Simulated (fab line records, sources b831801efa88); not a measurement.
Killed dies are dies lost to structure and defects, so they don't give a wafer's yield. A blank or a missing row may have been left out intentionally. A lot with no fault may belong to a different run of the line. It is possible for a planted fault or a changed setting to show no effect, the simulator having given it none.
Which of the tools did it? ; flow sky130 ; Sampling: 7 lots, 21 wafers, 2 of 708 route steps

== WHAT THE GAUGES SHOWED, per wafer ==
SKY_GATE_OXIDE_THK_MEAS_02.
lot;measured;on;GATE_OXIDE_OXIDATION_00_THK (nm)
L920;day 13 10:04;film-metro-02;10.23 10.20 10.32
L922;day 14 03:22;film-metro-03;10.58 10.89 10.54
L924;day 14 17:00;film-metro-04;10.29 10.29 10.16
L926;day 16 18:03;film-metro-04;10.32 10.10 10.27
L929;day 17 00:36;film-metro-03;10.01 10.12 10.15
L936;day 19 06:17;film-metro-03;10.10 10.30 10.13
L940;day 20 10:49;film-metro-04;13.50 13.58 13.50

== WHICH TOOL RAN EACH LOT (tool, then ch and the chambers of the sampled wafers, then the start) ==
lot;SKY_GATE_OXIDE_OXIDATION_01
L920;furnace-01 ch 0, day 13 08:38
L922;furnace-01 ch 0, day 14 01:57
L924;furnace-02 ch 0, day 14 15:34
L926;furnace-01 ch 0, day 16 16:38
L929;furnace-01 ch 0, day 16 23:11
L936;furnace-02 ch 0, day 19 04:52
L940;furnace-02 ch 0, day 20 09:25
- SKY_GATE_OXIDE_OXIDATION_01: stabilise 600 s, purge 300 s, target thk 10.268 nm.

== THE ANSWER, worked out from the rows above alone ==
Rule: the lots themselves supply what counts as usual. The widest of any qualifying gaps counts: lots, ordered by their means at a reading, are off when they make up no more than a third of the lots, leave a main group of 4 or more, and stand apart from it by 3 or more times the standard deviation of that group's means. If all means in a main group match to the digits the tables above print for the reading, that group is not used. Also off: a lot with no number at a reading for which 4 or more lots have one. The other lots that the step has rows for count as sound.
Off: L940, at SKY_GATE_OXIDE_THK_MEAS_02 (GATE_OXIDE_OXIDATION_00_THK). The main group: mean 10.28 nm, standard deviation 0.18.
If a tool, at a process step before that reading, ran all the lots that are off and no sound lot after the first of them, it fits. The gauges at SKY_GATE_OXIDE_THK_MEAS_02 are tried like those tools. This does not decide it: 2 tools fit, namely furnace-02 at SKY_GATE_OXIDE_OXIDATION_01 and film-metro-04 at SKY_GATE_OXIDE_THK_MEAS_02.

== WHAT THE SIMULATOR PUT IN ==
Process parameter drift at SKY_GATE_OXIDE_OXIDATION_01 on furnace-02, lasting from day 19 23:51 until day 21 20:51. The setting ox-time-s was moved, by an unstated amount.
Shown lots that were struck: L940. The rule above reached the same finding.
